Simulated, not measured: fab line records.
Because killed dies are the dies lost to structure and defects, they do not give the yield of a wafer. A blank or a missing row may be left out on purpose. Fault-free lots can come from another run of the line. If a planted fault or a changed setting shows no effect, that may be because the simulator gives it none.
Matching of chambers / flow gf180mcu / 3 sister chambers for GF_MIM_CVD_05 on pecvd-02
The step deposits Si3N4, target thk 42 nm, time 29.086 s. 16 wafers are shown with their chamber, then 8 later ones without.

## WAFERS, EACH WITH ITS CHAMBER
wafer=L895.2; chamber=0; heater power w (W)=650
wafer=L895.3; chamber=2; heater power w (W)=570
wafer=L895.4; chamber=0; heater power w (W)=659
wafer=L897.3; chamber=1; heater power w (W)=597
wafer=L897.4; chamber=2; heater power w (W)=560
wafer=L897.5; chamber=0; heater power w (W)=576
wafer=L898.1; chamber=2; heater power w (W)=574
wafer=L898.4; chamber=1; heater power w (W)=624
wafer=L898.5; chamber=0; heater power w (W)=581
wafer=L899.2; chamber=1; heater power w (W)=680
wafer=L899.3; chamber=0; heater power w (W)=671
wafer=L899.4; chamber=1; heater power w (W)=665
wafer=L900.3; chamber=0; heater power w (W)=588
wafer=L900.4; chamber=0; heater power w (W)=579
wafer=L900.6; chamber=1; heater power w (W)=661
wafer=L901.3; chamber=1; heater power w (W)=553

SIGNATURES (means of the wafers above)
reading=heater power w; chamber 0=614.86; chamber 1=630.00; chamber 2=568.00; scatter within a chamber=41.9
Rule: a wafer lies at a distance from a chamber equal to the root of the sum of squares, over the readings, of (its reading less the chamber's mean, divided by the reading's scatter). The wafer belongs to the nearest chamber; if the next one is less than 2 further off, it can't be placed. The scatter: the root of (the sum of the squares of (reading less its chamber's mean) over the shown wafers, divided by (wafers less chambers)).

## WAFERS WITH NO CHAMBER GIVEN
wafer=L901.4; heater power w (W)=605
wafer=L901.5; heater power w (W)=524
wafer=L910.1; heater power w (W)=589
wafer=L910.4; heater power w (W)=618
wafer=L910.5; heater power w (W)=612
wafer=L914.3; heater power w (W)=695
wafer=L914.5; heater power w (W)=690
wafer=L914.6; heater power w (W)=689

## THE CHAMBER EACH PASSED THROUGH
wafer=L901.4; from the rows above=can't be placed: 0 or 1 or 2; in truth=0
wafer=L901.5; from the rows above=can't be placed: 2 or 0 or 1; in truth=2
wafer=L910.1; from the rows above=can't be placed: 2 or 0 or 1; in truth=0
wafer=L910.4; from the rows above=can't be placed: 0 or 1 or 2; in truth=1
wafer=L910.5; from the rows above=can't be placed: 0 or 1 or 2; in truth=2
wafer=L914.3; from the rows above=can't be placed: 1 or 0 or 2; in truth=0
wafer=L914.5; from the rows above=can't be placed: 1 or 0 or 2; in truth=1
wafer=L914.6; from the rows above=can't be placed: 1 or 0 or 2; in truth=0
Placed correctly: 0 of 8. Unplaceable from these rows: 8, with the true chamber sitting among the candidates in 8. Number placed wrongly: 0.
